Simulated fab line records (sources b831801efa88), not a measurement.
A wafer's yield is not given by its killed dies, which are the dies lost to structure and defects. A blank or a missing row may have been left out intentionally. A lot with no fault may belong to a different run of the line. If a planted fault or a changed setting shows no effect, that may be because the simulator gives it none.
fab line records | flow sky130
[record] lots = 12 | wafers = 36 | last-day = 49
route steps=708 shown FIELD_ISO@11 VT_ADJUST_LVTN@104 PAD_OPEN@708
lots untouched by any fault: they come from a run of this same line in which no faults occurred
start-h: hours from the record's first day to the start of the lot's first wafer shown | wait-h: hours from the lot's prior step to this one | " identical to the entry in the row above | L1.1+2: a single row standing in for several wafers | - no value, or no start given | * or withheld: withheld | < > ~ a bound
route shown NAME@n: NAME is a module with steps in the file, n the number in the route of the first one | usual: the fault-free wafers' mean and standard deviation | same: alike in all rows | chamber/n: place in a boat | sites: each site's reading | _std_site: standard deviation across them | _edge_site: the outer-site mean with the inner-site mean subtracted | radius-mm: how far each site lies from the wafer's centre | mask NAME#n: copy n | behind: tool/chamber where the wafer was last shaped | hold: what put the lot on hold/how long, in hours/how the hold closed | device: transistor that didn't switch, given as n, p or np | end of line: the route-end tests of the same wafers | a step without rows: its recipe alone | killed: the dies lost at the first sort to structure and to defects; this is not the yield of the wafer | map: the dies of a wafer, with x for killed, . for not killed, _ for no die there
set.NAME: the setting the step ran with; set.NAME@STEP: the setting that earlier step ran with | model.NAME: the simulator's own value behind a step, which no gauge read
the route's steps for a sample of lots (tables are steps, rows are wafers)
services: the hour from which a tool's chamber was out of use, counted from the record's first day as start-h (under 0 if before that day), plus the number of hours and why
[[steps]]
[step SKY_FIELD_ISO_EXPOSE_10]
[recipe] mask-id = FOM | na = 0.68 | source-shape = annular | sigma-inner = 0.4 | sigma-outer = 0.8 | target-cd-nm = 150 | dose-mj = 28
[same] sigma-inner = 0.4 | sigma-outer = 0.8
lot.wafer  | tool           | chamber | start-h | wait-h | mask
L112.1+2+6 | krf-scanner-02 | 0       | 21.54   | -      | FOM#0
L113.2+3+4 | krf-scanner-01 | 0       | 28.46   | -      | FOM#0
L114.4+5+6 | krf-scanner-02 | 0       | 30.90   | -      | FOM#0
L115.3+4+5 | krf-scanner-02 | 0       | 37.97   | -      | FOM#0
L116.3+5+6 | krf-scanner-01 | 0       | 42.35   | -      | FOM#0
L117.1+4+6 | krf-scanner-01 | 0       | 46.66   | -      | FOM#0
L119.1+2+3 | krf-scanner-01 | 0       | 57.79   | -      | FOM#0
L120.1+2+3 | krf-scanner-02 | 0       | 63.12   | -      | FOM#0
L122.1+3+4 | krf-scanner-02 | 0       | 72.82   | -      | FOM#0
L126.3+5+6 | krf-scanner-01 | 0       | 93.41   | -      | FOM#0
L129.1+4+5 | krf-scanner-01 | 0       | 108.54  | -      | FOM_R1#0
L130.1+5+6 | krf-scanner-02 | 0       | 114.76  | -      | FOM#0
[step SKY_FIELD_ISO_CD_MEAS_13]
[recipe] target-cd-nm = 150
[usual] cd-nm = 150.5/1.7
lot.wafer | tool      | chamber | start-h | wait-h | hold                     | cd-nm
L112.1    | cd-sem-02 | -       | 28.63   | -      | -                        | 151.5
L112.2    | "         | -       | "       | "      | -                        | 150.4
L112.6    | "         | -       | "       | "      | -                        | 151.9
L113.2    | cd-sem-01 | -       | 36.01   | -      | -                        | 150.6
L113.3    | "         | -       | "       | "      | -                        | 149.6
L113.4    | "         | -       | "       | "      | -                        | 150.0
L114.4    | cd-sem-01 | -       | 38.60   | -      | -                        | 150.2
L114.5    | "         | -       | "       | "      | -                        | 150.8
L114.6    | "         | -       | "       | "      | -                        | 149.7
L115.3    | cd-sem-01 | -       | 46.12   | -      | -                        | 150.1
L115.4    | "         | -       | "       | "      | -                        | 150.8
L115.5    | "         | -       | "       | "      | -                        | 151.4
L116.3    | cd-sem-02 | -       | 49.40   | -      | -                        | 149.4
L116.5    | "         | -       | "       | "      | -                        | 149.5
L116.6    | "         | -       | "       | "      | -                        | 149.2
L117.1    | cd-sem-01 | -       | 54.63   | -      | -                        | 149.9
L117.4    | "         | -       | "       | "      | -                        | 151.0
L117.6    | "         | -       | "       | "      | -                        | 150.6
L119.1    | cd-sem-01 | -       | 65.40   | -      | -                        | 150.3
L119.2    | "         | -       | "       | "      | -                        | 150.5
L119.3    | "         | -       | "       | "      | -                        | 150.3
L120.1    | cd-sem-02 | -       | 70.39   | -      | -                        | 152.1
L120.2    | "         | -       | "       | "      | -                        | 151.8
L120.3    | "         | -       | "       | "      | -                        | 153.4
L122.1    | cd-sem-01 | -       | 80.53   | -      | -                        | 152.4
L122.3    | "         | -       | "       | "      | -                        | 153.1
L122.4    | "         | -       | "       | "      | -                        | 152.9
L126.3    | cd-sem-01 | -       | 101.10  | -      | -                        | 150.2
L126.5    | "         | -       | "       | "      | -                        | 150.1
L126.6    | "         | -       | "       | "      | -                        | 149.9
L129.1    | cd-sem-01 | -       | 117.68  | -      | await-dispo/0.2h/release | 134.3
L129.4    | "         | -       | "       | "      | await-dispo/0.2h/release | 134.6
L129.5    | "         | -       | "       | "      | await-dispo/0.2h/release | 133.7
L129.1    | cd-sem-01 | -       | 117.97  | 0.3    | -                        | 134.5
L129.4    | "         | -       | "       | "      | -                        | 134.8
L129.5    | "         | -       | "       | "      | -                        | 134.1
L130.1    | cd-sem-01 | -       | 123.48  | -      | -                        | 152.3
L130.5    | "         | -       | "       | "      | -                        | 152.4
L130.6    | "         | -       | "       | "      | -                        | 152.5
[step SKY_FIELD_ISO_ETCH_15]
[recipe] chemistry = CHF3/O2 | target-depth-nm = 180 | stop-on = Si | source-w = 600 | bias-w = 200 | pressure-mtorr = 40 | chf3-flow-sccm = 50 | O2_flow_sccm = 5 | time-s = 72
[usual] bias-w = 200.0/0.55 | drypump-motor-current-A = 5.7/0.41 | oes-product-au = 0.945/0.0066 | rf-fwd-power-W = 595.5/2.4 | throttle-valve-pct = 8.844/0.0092
lot.wafer | tool        | chamber | start-h | wait-h | bias-w | drypump-motor-current-A | oes-product-au | rf-fwd-power-W | rf-hours-counter-h | throttle-valve-pct
L112.1    | rie-diel-02 | 0       | 28.79   | 0.0    | 201.4  | 5.7                     | 0.945          | 597.0          | 49                 | 8.851
L112.2    | "           | 2       | "       | "      | 200.3  | 6.4                     | 0.936          | 594.1          | 23                 | 8.861
L112.6    | "           | 1       | "       | "      | 200.0  | 5.5                     | 0.938          | 593.3          | -                  | 8.848
L113.2    | rie-diel-04 | 0       | 36.15   | 0.0    | 199.7  | 5.9                     | 0.950          | 591.5          | 9                  | 8.844
L113.3    | "           | 1       | "       | "      | 199.6  | 4.9                     | 0.948          | 594.4          | 132                | 8.853
L113.4    | "           | 2       | "       | "      | 199.2  | 5.1                     | 0.946          | 596.1          | 2                  | 8.844
L114.4    | rie-diel-02 | 0       | 38.70   | 0.0    | 200.1  | 5.7                     | 0.937          | 596.1          | 49                 | 8.832
L114.5    | "           | 1       | "       | "      | 200.6  | 5.5                     | 0.940          | 591.4          | -                  | 8.851
L114.6    | "           | 2       | "       | "      | 199.2  | 6.4                     | 0.949          | 593.8          | -                  | 8.835
L115.3    | rie-diel-02 | 0       | 46.24   | 0.0    | 199.6  | 5.7                     | 0.943          | 596.1          | 49                 | 8.854
L115.4    | "           | 3       | "       | "      | 200.3  | 5.7                     | 0.951          | 593.6          | 69                 | 8.842
L115.5    | "           | 1       | "       | "      | 201.4  | 5.5                     | 0.948          | 595.7          | -                  | 8.830
L116.3    | rie-diel-04 | 3       | 49.52   | 0.0    | 199.8  | 5.3                     | 0.942          | 593.0          | 101                | 8.828
L116.5    | "           | 2       | "       | "      | 200.1  | 5.1                     | 0.953          | 598.4          | -                  | 8.844
L116.6    | "           | 3       | "       | "      | 199.3  | 5.3                     | 0.948          | 594.2          | -                  | 8.851
L117.1    | rie-diel-03 | 2       | 54.79   | 0.0    | 200.8  | 6.0                     | 0.944          | 593.4          | 37                 | 8.841
L117.4    | "           | 3       | "       | "      | 199.5  | 5.4                     | 0.937          | 595.3          | 65                 | 8.852
L117.6    | "           | 3       | "       | "      | 199.8  | 5.4                     | 0.940          | 594.9          | -                  | 8.851
L119.1    | rie-diel-02 | 1       | 65.56   | 0.0    | 199.1  | 5.5                     | 0.946          | 592.4          | 128                | 8.859
L119.2    | "           | 2       | "       | "      | 200.1  | 6.4                     | 0.952          | 595.5          | 24                 | 8.856
L119.3    | "           | 0       | "       | "      | 200.5  | 5.7                     | 0.947          | 598.9          | 49                 | 8.840
L120.1    | rie-diel-04 | 0       | 70.55   | 0.0    | 200.3  | 6.0                     | 0.954          | 597.7          | 10                 | 8.833
L120.2    | "           | 3       | "       | "      | 200.9  | 5.3                     | 0.948          | 597.1          | 102                | 8.834
L120.3    | "           | 1       | "       | "      | 199.1  | 4.9                     | 0.958          | 596.4          | 133                | 8.850
L122.1    | rie-diel-03 | 3       | 80.69   | 0.0    | 199.7  | 5.4                     | 0.948          | 596.5          | 66                 | 8.838
L122.3    | "           | 2       | "       | "      | 199.4  | 6.0                     | 0.943          | 597.5          | 38                 | 8.829
L122.4    | "           | 0       | "       | "      | 199.7  | 6.2                     | 0.943          | 600.5          | 29                 | 8.843
L126.3    | rie-diel-03 | 1       | 101.22  | 0.0    | 199.5  | 5.6                     | 0.943          | 597.3          | 50                 | 8.838
L126.5    | "           | 1       | "       | "      | 199.6  | 5.6                     | 0.945          | 596.4          | -                  | 8.847
L126.6    | "           | 3       | "       | "      | 200.1  | 5.4                     | 0.949          | 594.8          | -                  | 8.852
L129.1    | rie-diel-03 | 3       | 120.75  | 0.0    | 199.6  | 5.4                     | 0.953          | 593.3          | 67                 | 8.849
L129.4    | "           | 2       | "       | "      | 199.9  | 6.0                     | 0.947          | 597.2          | 38                 | 8.846
L129.5    | "           | 1       | "       | "      | 200.2  | 5.6                     | 0.957          | 597.0          | -                  | 8.849
L130.1    | rie-diel-04 | 2       | 123.64  | 0.0    | 200.9  | 5.2                     | 0.937          | 594.5          | 4                  | 8.830
L130.5    | "           | 3       | "       | "      | 200.2  | 5.3                     | 0.947          | 596.8          | -                  | 8.826
L130.6    | "           | 0       | "       | "      | 200.0  | 5.9                     | 0.944          | 594.4          | -                  | 8.856
[step SKY_FIELD_ISO_STRIP_16]
[recipe] chemistry = O2/N2 | power-w = 1400 | pressure-mtorr = 1500 | platen-temp-c = withheld | o2-flow-sccm = 3000 | n2-flow-sccm = 300 | overash-fraction = 0.5
[usual] drypump-motor-current-A = 5.6/0.74 | oes-product-au = 0.378/0.0047 | strip-time-to-endpoint-s = 3.54/0.034
lot.wafer | tool            | chamber | start-h | wait-h | drypump-motor-current-A | oes-product-au | rf-hours-counter-h | strip-time-to-endpoint-s
L112.1    | plasma-asher-01 | 1       | 28.85   | 0.0    | 6.6                     | 0.379          | 35                 | 3.51
L112.2    | "               | 0       | "       | "      | 5.9                     | 0.373          | 35                 | 3.58
L112.6    | "               | 0       | "       | "      | 5.9                     | 0.385          | -                  | 3.61
L113.2    | plasma-asher-01 | 1       | 36.21   | 0.0    | 6.7                     | 0.370          | 36                 | 3.53
L113.3    | "               | 1       | "       | "      | 6.6                     | 0.381          | -                  | 3.50
L113.4    | "               | 0       | "       | "      | 5.9                     | 0.375          | -                  | 3.55
L114.4    | plasma-asher-04 | 0       | 38.79   | 0.1    | 6.3                     | 0.381          | -                  | 3.51
L114.5    | "               | 1       | "       | "      | 4.7                     | 0.382          | -                  | 3.61
L114.6    | "               | 0       | "       | "      | 6.3                     | 0.384          | -                  | 3.59
L115.3    | plasma-asher-02 | 1       | 46.33   | 0.1    | 5.1                     | 0.382          | -                  | 3.45
L115.4    | "               | 0       | "       | "      | 4.8                     | 0.379          | -                  | 3.56
L115.5    | "               | 1       | "       | "      | 5.1                     | 0.373          | -                  | 3.53
L116.3    | plasma-asher-02 | 0       | 49.61   | 0.1    | 4.8                     | 0.380          | -                  | 3.53
L116.5    | "               | 1       | "       | "      | 5.0                     | 0.379          | -                  | 3.55
L116.6    | "               | 0       | "       | "      | 4.8                     | 0.370          | -                  | 3.54
L117.1    | plasma-asher-04 | 1       | 54.85   | 0.0    | 4.7                     | 0.378          | 36                 | 3.52
L117.4    | "               | 0       | "       | "      | 6.3                     | 0.376          | -                  | 3.57
L117.6    | "               | 0       | "       | "      | 6.3                     | 0.387          | -                  | 3.54
L119.1    | plasma-asher-04 | 1       | 65.62   | 0.0    | 4.8                     | 0.383          | 37                 | 3.58
L119.2    | "               | 0       | "       | "      | 6.3                     | 0.371          | 37                 | 3.53
L119.3    | "               | 0       | "       | "      | 6.3                     | 0.366          | -                  | 3.45
L120.1    | plasma-asher-01 | 0       | 70.61   | 0.0    | 5.9                     | 0.377          | 39                 | 3.52
L120.2    | "               | 1       | "       | "      | 6.6                     | 0.385          | 39                 | 3.55
L120.3    | "               | 0       | "       | "      | 5.9                     | 0.378          | -                  | 3.54
L122.1    | plasma-asher-01 | 0       | 80.75   | 0.0    | 5.9                     | 0.378          | 40                 | 3.55
L122.3    | "               | 0       | "       | "      | 5.9                     | 0.370          | -                  | 3.56
L122.4    | "               | 1       | "       | "      | 6.6                     | 0.382          | -                  | 3.57
L126.3    | plasma-asher-01 | 0       | 101.31  | 0.1    | 5.9                     | 0.376          | -                  | 3.52
L126.5    | "               | 1       | "       | "      | 6.7                     | 0.374          | -                  | 3.54
L126.6    | "               | 0       | "       | "      | 5.9                     | 0.374          | -                  | 3.51
L129.1    | plasma-asher-01 | 0       | 120.80  | 0.0    | 5.9                     | 0.380          | 44                 | 3.53
L129.4    | "               | 1       | "       | "      | 6.7                     | 0.379          | -                  | 3.52
L129.5    | "               | 1       | "       | "      | 6.6                     | 0.378          | -                  | 3.52
L130.1    | plasma-asher-02 | 1       | 123.70  | 0.0    | 5.1                     | 0.378          | 31                 | 3.57
L130.5    | "               | 0       | "       | "      | 4.8                     | 0.380          | -                  | 3.55
L130.6    | "               | 1       | "       | "      | 5.0                     | 0.375          | -                  | 3.51
[step SKY_VT_ADJUST_LVTN_OVL_MEAS_07]
[usual] VT_ADJUST_LVTN_OVL = 0.7/1.3
lot.wafer | tool       | chamber | start-h | wait-h | VT_ADJUST_LVTN_OVL[nm]
L112.1    | overlay-01 | -       | 137.91  | -      | -0.4
L112.2    | "          | -       | "       | "      | 0.8
L112.6    | "          | -       | "       | "      | -0.5
L113.2    | overlay-02 | -       | 146.42  | -      | 2.9
L113.3    | "          | -       | "       | "      | 1.1
L113.4    | "          | -       | "       | "      | 1.1
L114.4    | overlay-01 | -       | 152.29  | -      | 1.3
L114.5    | "          | -       | "       | "      | 1.3
L114.6    | "          | -       | "       | "      | 0.7
L115.3    | overlay-02 | -       | 160.17  | -      | 0.7
L115.4    | "          | -       | "       | "      | 0.4
L115.5    | "          | -       | "       | "      | 1.9
L116.3    | overlay-01 | -       | 163.97  | -      | 0.0
L116.5    | "          | -       | "       | "      | -1.9
L116.6    | "          | -       | "       | "      | 0.3
L117.1    | overlay-01 | -       | 174.78  | -      | -1.0
L117.4    | "          | -       | "       | "      | 0.6
L117.6    | "          | -       | "       | "      | -0.7
L119.1    | overlay-01 | -       | 190.94  | -      | -1.0
L119.2    | "          | -       | "       | "      | 0.1
L119.3    | "          | -       | "       | "      | 0.6
L120.1    | overlay-02 | -       | 196.19  | -      | 1.5
L120.2    | "          | -       | "       | "      | 0.8
L120.3    | "          | -       | "       | "      | 1.3
L122.1    | overlay-01 | -       | 206.49  | -      | 0.0
L122.3    | "          | -       | "       | "      | 1.1
L122.4    | "          | -       | "       | "      | -1.1
L126.3    | overlay-01 | -       | 230.70  | -      | -1.2
L126.5    | "          | -       | "       | "      | -2.6
L126.6    | "          | -       | "       | "      | -0.9
L129.1    | overlay-01 | -       | 251.66  | -      | 1.3
L129.4    | "          | -       | "       | "      | 4.3
L129.5    | "          | -       | "       | "      | 1.8
L130.1    | overlay-02 | -       | 258.13  | -      | 0.4
L130.5    | "          | -       | "       | "      | 1.0
L130.6    | "          | -       | "       | "      | 1.0
[step SKY_PAD_OPEN_PROBE_99]
[usual] killed_at_M0_to_M3 = 42/7 | killed_at_M4_up = 2.8/1.8 | killed-at-contacts = 24/5.8 | killed-at-front-end = 15/4.8 | killed-at-other = 0.3/0.56 | killed-dies = 84/11 | killed-open = 46/7.8 | killed-short = 38/6.3
[same] gross-dies = 492 | killed-at-back-side = 0
lot.wafer | tool      | chamber | start-h | wait-h | killed_at_M0_to_M3 | killed_at_M4_up | killed-at-contacts | killed-at-front-end | killed-at-other | killed-dies | killed-open | killed-short
L117.1    | prober-02 | -       | 1110.56 | 0.1    | 51                 | 4               | 22                 | 17                  | 0               | 94          | 46          | 47
L117.4    | prober-02 | -       | 1110.71 | 0.2    | 35                 | 0               | 22                 | 31                  | 0               | 88          | 46          | 39
L117.6    | prober-02 | -       | 1110.81 | 0.2    | 59                 | 1               | 23                 | 16                  | 1               | 100         | 57          | 42
L120.1    | prober-01 | -       | 1127.05 | 0.1    | 44                 | 2               | 18                 | 14                  | 1               | 79          | 48          | 30
L120.2    | prober-01 | -       | 1127.10 | 0.1    | 47                 | 1               | 22                 | 6                   | 1               | 77          | 43          | 33
L120.3    | prober-01 | -       | 1127.15 | 0.2    | 54                 | 3               | 23                 | 18                  | 2               | 100         | 60          | 39
L122.1    | prober-01 | -       | 1140.01 | 0.1    | 43                 | 4               | 23                 | 15                  | 0               | 85          | 43          | 42
L122.3    | prober-01 | -       | 1140.11 | 0.2    | 43                 | 6               | 33                 | 12                  | 0               | 94          | 51          | 43
L122.4    | prober-01 | -       | 1140.16 | 0.2    | 35                 | 1               | 27                 | 25                  | 0               | 88          | 50          | 38
L129.1    | prober-02 | -       | 1170.94 | 0.1    | 28                 | 3               | 27                 | 23                  | 1               | 82          | 36          | 41
L129.4    | prober-02 | -       | 1171.09 | 0.2    | 41                 | 3               | 22                 | 20                  | 0               | 86          | 52          | 31
L129.5    | prober-02 | -       | 1171.14 | 0.2    | 36                 | 1               | 26                 | 15                  | 0               | 78          | 36          | 39
// killed by level:class
L117.1 LI_CONTACT:geometric-particle:open=11 VIA2:geometric-particle:open=10 METAL2:geometric-particle:short=9 METAL1:geometric-particle:short=9 VIA3:geometric-particle:open=6 VIA1:geometric-particle:open=6 CONTACT:geometric-particle:open=4 LOCAL_INTERCONNECT:geometric-particle:short=4
L117.4 FIELD_ISO:geometric-particle:short=11 LI_CONTACT:geometric-particle:open=9 CONTACT:geometric-particle:open=9 FIELD_ISO:geometric-particle:open=8 VIA1:geometric-particle:open=5 POLY_GATE:geometric-particle:short=5 VIA2:geometric-particle:open=5 METAL1:geometric-particle:short=4
L117.6 VIA1:geometric-particle:open=14 VIA3:geometric-particle:open=12 VIA2:geometric-particle:open=8 CONTACT:geometric-particle:open=7 METAL1:geometric-particle:short=6 VIA3:geometric-particle:short=6 LI_CONTACT:geometric-particle:open=6 FIELD_ISO:geometric-particle:short=4
L120.1 VIA1:geometric-particle:open=14 LI_CONTACT:geometric-particle:open=6 VIA2:geometric-particle:open=6 VIA3:geometric-particle:open=6 CONTACT:geometric-particle:open=5 METAL2:geometric-particle:short=5 FIELD_ISO:geometric-particle:open=4 VIA1:geometric-particle:short=4
L120.2 VIA1:geometric-particle:open=11 VIA3:geometric-particle:open=9 LI_CONTACT:geometric-particle:open=7 CONTACT:geometric-particle:open=6 METAL2:geometric-particle:short=6 LI_CONTACT:geometric-particle:short=5 VIA1:geometric-particle:short=5 VIA2:geometric-particle:open=5
L120.3 VIA1:geometric-particle:open=14 CONTACT:geometric-particle:open=11 VIA3:geometric-particle:open=9 METAL1:geometric-particle:short=7 VIA1:geometric-particle:short=7 LI_CONTACT:geometric-particle:open=6 FIELD_ISO:geometric-particle:open=5 VIA2:geometric-particle:open=5
L122.1 VIA1:geometric-particle:open=10 LI_CONTACT:geometric-particle:open=6 VIA1:geometric-particle:short=6 LOCAL_INTERCONNECT:geometric-particle:short=6 POLY_GATE:geometric-particle:short=5 CONTACT:geometric-particle:open=5 VIA3:geometric-particle:open=5 FIELD_ISO:geometric-particle:short=4
L122.3 CONTACT:geometric-particle:open=11 VIA3:geometric-particle:open=10 LI_CONTACT:geometric-particle:open=8 VIA1:geometric-particle:open=8 VIA3:geometric-particle:short=7 LI_CONTACT:geometric-particle:short=6 FIELD_ISO:geometric-particle:open=5 METAL1:geometric-particle:short=5
L122.4 CONTACT:geometric-particle:open=18 POLY_GATE:geometric-particle:short=7 VIA1:geometric-particle:open=6 METAL1:geometric-particle:short=6 POLY_GATE:geometric-particle:open=5 METAL2:geometric-particle:short=5 FIELD_ISO:geometric-particle:open=4 VIA2:geometric-particle:open=4
L129.1 CONTACT:geometric-particle:open=10 LOCAL_INTERCONNECT:geometric-particle:short=6 FIELD_ISO:geometric-particle:short=5 LI_CONTACT:geometric-particle:open=5 VIA1:geometric-particle:open=5 FIELD_ISO:area-expose=5 METAL1:geometric-particle:short=4 VIA1:geometric-particle:short=4
L129.4 CONTACT:geometric-particle:open=11 VIA1:geometric-particle:open=10 VIA1:geometric-particle:short=7 VIA3:geometric-particle:open=7 VIA2:geometric-particle:open=7 LI_CONTACT:geometric-particle:open=6 FIELD_ISO:geometric-particle:open=5 POLY_GATE:geometric-particle:open=5
L129.5 VIA1:geometric-particle:open=12 CONTACT:geometric-particle:short=8 LI_CONTACT:geometric-particle:open=7 CONTACT:geometric-particle:open=5 VIA3:geometric-particle:open=5 LI_CONTACT:geometric-particle:short=4 VIA2:geometric-particle:short=4 VIA3:geometric-particle:short=4
[[services]]
tool            | chamber | start-h | hours | kind
plasma-asher-02 | -       | -0.33   | 2.5   | repair
plasma-asher-04 | -       | -0.24   | 3.8   | repair
rie-diel-02     | -       | 24.54   | 0.7   | repair
rie-diel-03     | 1       | 25.51   | 12.0  | repair
krf-scanner-01  | -       | 30.02   | 1.0   | pm
rie-diel-03     | 3       | 32.36   | 11.0  | repair
rie-diel-02     | 1       | 48.80   | 5.5   | repair
plasma-asher-01 | -       | 50.22   | 2.8   | pm
rie-diel-04     | -       | 56.63   | 0.4   | repair
rie-diel-04     | 1       | 59.89   | 9.5   | repair
rie-diel-03     | -       | 64.39   | 2.8   | repair
plasma-asher-04 | -       | 67.77   | 8.5   | repair
krf-scanner-02  | -       | 70.37   | 1.0   | pm
rie-diel-02     | -       | 81.60   | 0.5   | repair
krf-scanner-01  | -       | 94.34   | 0.3   | repair
krf-scanner-01  | -       | 94.62   | 0.8   | pm
krf-scanner-02  | -       | 95.37   | 1.3   | pm
rie-diel-03     | 0       | 98.09   | 10.0  | repair
rie-diel-03     | -       | 99.89   | 1.2   | repair
krf-scanner-01  | -       | 104.07  | 0.6   | repair
krf-scanner-02  | -       | 106.30  | 0.8   | pm
plasma-asher-04 | -       | 108.75  | 9.0   | pm
plasma-asher-04 | -       | 119.74  | 5.1   | repair
rie-diel-02     | 2       | 123.25  | 2.8   | repair
[[key]]
[first-sign] step = SKY_FIELD_ISO_EXPOSE_10 | reading = mask | direction = changed
[effect] step = SKY_FIELD_ISO_CD_MEAS_13 | reading = visit | direction = added
[effect] step = SKY_FIELD_ISO_CD_MEAS_13 | reading = cd-nm | direction = down | sigmas = 9.7 | usual = 150.5 | struck = 134.2
met-at SKY_FIELD_ISO_EXPOSE_10
struck-lots L129
tester-left-out L129
not-acting-at SKY_FIELD_ISO_ETCH_15,SKY_FIELD_ISO_STRIP_16,SKY_VT_ADJUST_LVTN_OVL_MEAS_07
onset-between 93.41 108.54
[fault] kind = wrong-mask | tool = any | chamber = - | onset-h = 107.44 | steps = SKY_FIELD_ISO_EXPOSE_10 | aux-copy = FOM_R1#0 | cd-offset-nm = -18 | scope = struck-lots-only
// tester-left-out: of these lots the tester's yield and bins aren't shown, on N5 and GAA mostly nor the transistor test; their killed dies are dies lost to structure and defects alone, not to doping, threshold or leakage, so they don't give the yield
